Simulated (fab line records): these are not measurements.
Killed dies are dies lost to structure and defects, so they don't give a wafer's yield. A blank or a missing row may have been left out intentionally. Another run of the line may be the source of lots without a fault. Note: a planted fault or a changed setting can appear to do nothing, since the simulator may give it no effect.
2 desks looking at one fault | flow gf180mcu | only its own numbers are on each desk; what lay behind them is given at the end

THE TOOL OWNER'S DESK: cmp-01
The tool's own readings at GF_CONTACT_CMP_27 (polishes, stops on SiO2, t overpolish 15 s, target thk 0 nm): means of the sampled wafers that have a number, for each lot that ran on this tool. The brackets show how far a lot's mean lies from the usual mean; more than 4 standard deviations puts the lot out of limits, marked OUT.
Columns: A = edge zone pressure frac at GF_CONTACT_CMP_27, usual 1.000; B = motor current A at GF_CONTACT_CMP_27, usual 11.2 A; C = overpolish run s at GF_CONTACT_CMP_27, usual 15.000 s; D = slurry filter dp kPa at GF_CONTACT_CMP_27, usual 13.49 kPa; E = time to endpoint s at GF_CONTACT_CMP_27, usual 73 s
lot  | first seen here | A     | B    | C      | D     | E
L210 | day 16 08:52    | 1.004 | 11.8 | 14.997 | 13.54 | 74
L211 | day 16 12:59    | 1.001 | 11.2 | 15.002 | 13.50 | 71
L213 | day 17 16:49    | 1.000 | 11.3 | 14.992 | 13.50 | 74
L218 | day 19 12:37    | 0.992 | 11.4 | 15.001 | 13.37 | 56 (-5.0) OUT
L219 | day 19 22:41    | 1.004 | 11.6 | 15.011 | 13.55 | 56 (-5.2) OUT
L220 | day 20 09:10    | 0.994 | 11.1 | 14.995 | 13.46 | 52 (-6.4) OUT
L227 | day 23 07:16    | 1.001 | 11.5 | 15.003 | 13.49 | 77
L228 | day 23 16:15    | 0.996 | 11.5 | 15.003 | 13.38 | 75
L229 | day 23 18:46    | 0.999 | 11.2 | 14.997 | 13.55 | 73
L232 | day 24 09:43    | 1.001 | 10.7 | 14.998 | 13.53 | 72
This desk's verdict: out of limits on L218, L219, L220, starting with L218 at day 19 12:37 (time to endpoint s at GF_CONTACT_CMP_27). Within limits: L210, L211, L213, L227, L228, L229, L232.

METROLOGY DESK
What the gauges read, lot by lot, whatever tool the lot ran on: means of the sampled wafers that have a number. The brackets show how far a lot's mean lies from the usual mean; more than 4 standard deviations puts the lot out of limits, marked OUT.
Columns: A = CONTACT_W_RS at GF_CONTACT_RS_MEAS_25, usual 0.379 ohm/sq; B = CONTACT_W_THK at GF_CONTACT_THK_MEAS_26, usual 297 nm
lot  | first seen here | A     | B
L209 | day 16 03:20    | 0.371 | 301
L210 | day 16 08:41    | 0.383 | 292
L211 | day 16 12:48    | 0.377 | 301
L213 | day 17 16:35    | 0.373 | 302
L215 | day 18 04:43    | 0.386 | 294
L217 | day 19 02:55    | 0.372 | 307
L218 | day 19 12:14    | 0.379 | 304
L219 | day 19 22:25    | 0.379 | 294
L220 | day 20 08:54    | 0.377 | 296
L226 | day 22 09:04    | 0.374 | 305
L227 | day 23 06:59    | 0.375 | 301
L228 | day 23 16:04    | 0.382 | 292
L229 | day 23 18:35    | 0.377 | 295
L232 | day 24 09:32    | 0.379 | 293
Finding of this desk: none of the 14 lots has anything out of limits.

PUT TOGETHER
On L218, L219, L220, at day 19 12:37, an alarm was possible from the tool owner's desk.
Metrology desk: nothing out of limits seen.
The metrology desk has L218, L219, L220 on record, within its limits.
GF_CONTACT_CMP_27 was run on cmp-01 by each of the lots named.

WHAT THE SIMULATOR HAD PUT IN
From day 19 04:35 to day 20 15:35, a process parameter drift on cmp-01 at GF_CONTACT_CMP_27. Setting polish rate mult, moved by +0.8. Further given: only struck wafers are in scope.
Struck lots among those shown: L218, L219, L220.
Time in hours from fault onset to the first out-of-limits reading at each desk: the tool owner's desk, 8.
